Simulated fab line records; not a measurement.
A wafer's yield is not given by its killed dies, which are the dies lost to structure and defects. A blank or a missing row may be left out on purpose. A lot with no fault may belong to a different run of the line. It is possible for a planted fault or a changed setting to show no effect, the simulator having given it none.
Struck lot and sound lot, side by side || flow sky130 || 17 out of 708 route steps
Sound: the wafers L637.1, L637.2, L637.5. Struck: wafer L646.6. (L646.2, L646.4 of the same lot were not struck and are left out.) The cause comes at the end.
Order at every step that has rows: each side's tool, ch and its chambers, its first start. Under that, the readings that differ: sound wafers || struck wafers || difference of the means || sigmas: that difference in standard deviations of wafers without a fault.
alike: words and numbers the same on both sides, and readings whose means are apart by under 2 such deviations; not compared: readings that were withheld, readings missing a value for some wafer, numbers with overlapping values and no deviation given by the record, and bounds like >300 which may hide the same value.
A row with sigmas, a row that says differs or no value, or rows on one side alone: a step with any of these is where the two part. When numbers do not overlap yet have no deviation, they are printed without sigmas and do not part them. A reading missing from all wafers of one side parts the sides only when that side holds two or more wafers.

SKY_METAL2_THK_MEAS_06: measures by xrf.
  sound on film_metro-03 at day 34 05:39; struck on film_metro-01 at day 36 14:02
  alike: METAL2_ALCU_THK
then, 8 steps without rows for these wafers: SKY_METAL2_DEHYDRATE_07 (time 60 s); SKY_METAL2_HMDS_08 (prime time 60 s); SKY_METAL2_COAT_09 (resist thk 60 nm); SKY_METAL2_COAT_10 (resist thk 450 nm); SKY_METAL2_SOFTBAKE_11 (time 90 s); SKY_METAL2_EXPOSE_12 (exposes mask MM2, target cd 140 nm); SKY_METAL2_PEB_13; SKY_METAL2_DEVELOP_14 (develop time 60 s).
SKY_METAL2_CD_MEAS_15 targets a cd of 140 nm.
  sound on cd_sem-01 at day 35 07:58; struck on cd_sem-01 at day 37 15:27
  alike: cd_nm
SKY_METAL2_OVL_MEAS_16:
  sound on overlay-01 at day 35 08:05; struck on overlay-02 at day 37 15:34
{"reading": "METAL2_OVL (nm)", "sound": "-11 -7 -10", "struck": 3, "difference": "+12", "sigmas": "+2"}
SKY_METAL2_DESCUM_17: chemistry O2, time 8 s.
  sound on rie_metal-03 ch 0,1, day 35 08:08; struck on rie_metal-03 ch 0, day 37 15:35
{"reading": "oes_product_au (a.u.)", "sound": "1.005 1.007 1.001", "struck": 0.982, "difference": -0.022, "sigmas": -3}
  alike: drypump_motor_current_A
  not compared: rf_hours_counter_h
SKY_METAL2_ETCH_18: etches BARC in N2/H2, stops on SiO2, time 45.9 s, target depth 60 nm.
  sound on rie_metal-03 ch 0,1, day 35 08:10; struck on rie_metal-03 ch 0, day 37 15:37
{"reading": "throttle_valve_pct (%)", "sound": "13.207 13.236 13.211", "struck": 13.237, "difference": "+0.019", "sigmas": "+2"}
{"reading": "model.KrF-thick_of_METAL2_COAT_10.thk_nm (nm)", "sound": "392.2 392.9 392.7", "struck": 384.8, "difference": -7.8, "sigmas": ""}
  alike: drypump_motor_current_A, n2_flow_sccm, oes_product_au
  not compared: rf_hours_counter_h
SKY_METAL2_METAL_ETCH_19: etches the open film in Cl2/BCl3, stops on SiO2, target depth 360 nm, time 78 s.
  sound on rie_metal-03 ch 0,1, day 35 08:14; struck on rie_metal-03 ch 0, day 37 15:41
{"reading": "model.KrF-thick_of_METAL2_COAT_10.thk_nm (nm)", "sound": "157.4 159.5 157.8", "struck": 149.7, "difference": -8.5, "sigmas": ""}
  alike: drypump_motor_current_A, oes_product_au, throttle_valve_pct
  not compared: rf_hours_counter_h
SKY_METAL2_STRIP_20: strips in O2/N2.
  sound on plasma_asher-04 ch 0,1, day 35 08:19; struck on plasma_asher-04 ch 0, day 37 15:46
{"reading": "strip_time_to_endpoint_s (s)", "sound": "2.686 2.715 2.678", "struck": 2.598, "difference": -0.095, "sigmas": -4}
  alike: drypump_motor_current_A, n2_flow_sccm, o2_flow_sccm, oes_product_au
  not compared: rf_hours_counter_h
then, 1 step without rows for these wafers: SKY_METAL2_STRIP_21 (strips in post etch residue remover, time 1200 s).
-- the record jumps here: 10 days lie between the struck wafers' starts before and after (it left off in module METAL2 and takes up again in module PAD_OPEN, whose first step shown is number 708 of the route) --
SKY_PAD_OPEN_PROBE_99:
  only the struck wafers here have rows in the record (prober-01, day 47 16:51); the sound ones have none

## WHERE THEY PART
First at SKY_METAL2_OVL_MEAS_16; last, within this record, at SKY_PAD_OPEN_PROBE_99.

WHY: what had been put in by the simulator
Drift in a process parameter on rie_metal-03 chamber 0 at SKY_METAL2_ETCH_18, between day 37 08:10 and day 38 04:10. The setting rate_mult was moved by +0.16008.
